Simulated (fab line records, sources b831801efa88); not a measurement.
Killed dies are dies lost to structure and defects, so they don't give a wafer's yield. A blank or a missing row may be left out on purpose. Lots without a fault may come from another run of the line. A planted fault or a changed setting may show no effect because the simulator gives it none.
One fault seen from 2 desks | flow gf180mcu | each desk has only its own numbers; what lay behind them comes last

THE TOOL OWNER'S DESK: plasma_asher-02
The tool's own readings at GF_POLY_GATE_STRIP_14 (strips in O2/N2): means of the sampled wafers that have a number, for each lot that ran on this tool. A lot is out of limits, marked OUT, if its mean lies more than 4 standard deviations from the usual mean; the brackets give that distance.
Columns: A = drypump_motor_current_A at GF_POLY_GATE_STRIP_14, usual 5.9 A; B = heater_power_w at GF_POLY_GATE_STRIP_14, usual 325 W; C = oes_product_au at GF_POLY_GATE_STRIP_14, usual 0.504 a.u.
lot  | first seen here | A   | B   | C
L701 | day 9 04:31     | 6.1 | 369 | 0.506
L703 | day 9 18:31     | 6.1 | 358 | 0.503
L710 | day 12 00:04    | 5.9 | 339 | 0.497
L711 | day 12 08:20    | 6.0 | 354 | 0.504
L718 | day 14 09:04    | 6.0 | 354 | 0.499
L719 | day 14 18:11    | 6.0 | 354 | 0.506
L720 | day 15 00:27    | 6.1 | 362 | 0.507
This desk's finding: nothing out of limits on any of the 7 lots.

THE METROLOGY DESK
What the gauges read, lot by lot, whatever tool the lot ran on: means of the sampled wafers that have a number. A lot is out of limits, marked OUT, if its mean lies more than 4 standard deviations from the usual mean; the brackets give that distance.
Columns: A = V5_W_THK at GF_V5_THK_MEAS_25, usual 339 nm
lot  | first seen here | A
L701 | day 27 07:25    | 341
L703 | day 28 03:35    | 352
L705 | day 29 01:18    | 332
L706 | day 29 05:06    | 350
L707 | day 29 15:10    | 336
L709 | day 30 04:13    | 333
L710 | day 30 08:13    | 336
L711 | day 30 15:10    | 337
L712 | day 31 00:13    | 344
L713 | day 31 08:25    | 335
L718 | day 32 10:59    | 341
L719 | day 32 18:11    | 337
L720 | day 33 00:31    | 340
This desk's finding: nothing out of limits on any of the 13 lots.

PUT TOGETHER
The tool owner's desk saw nothing out of limits.
The metrology desk saw nothing out of limits.

WHAT THE SIMULATOR HAD PUT IN
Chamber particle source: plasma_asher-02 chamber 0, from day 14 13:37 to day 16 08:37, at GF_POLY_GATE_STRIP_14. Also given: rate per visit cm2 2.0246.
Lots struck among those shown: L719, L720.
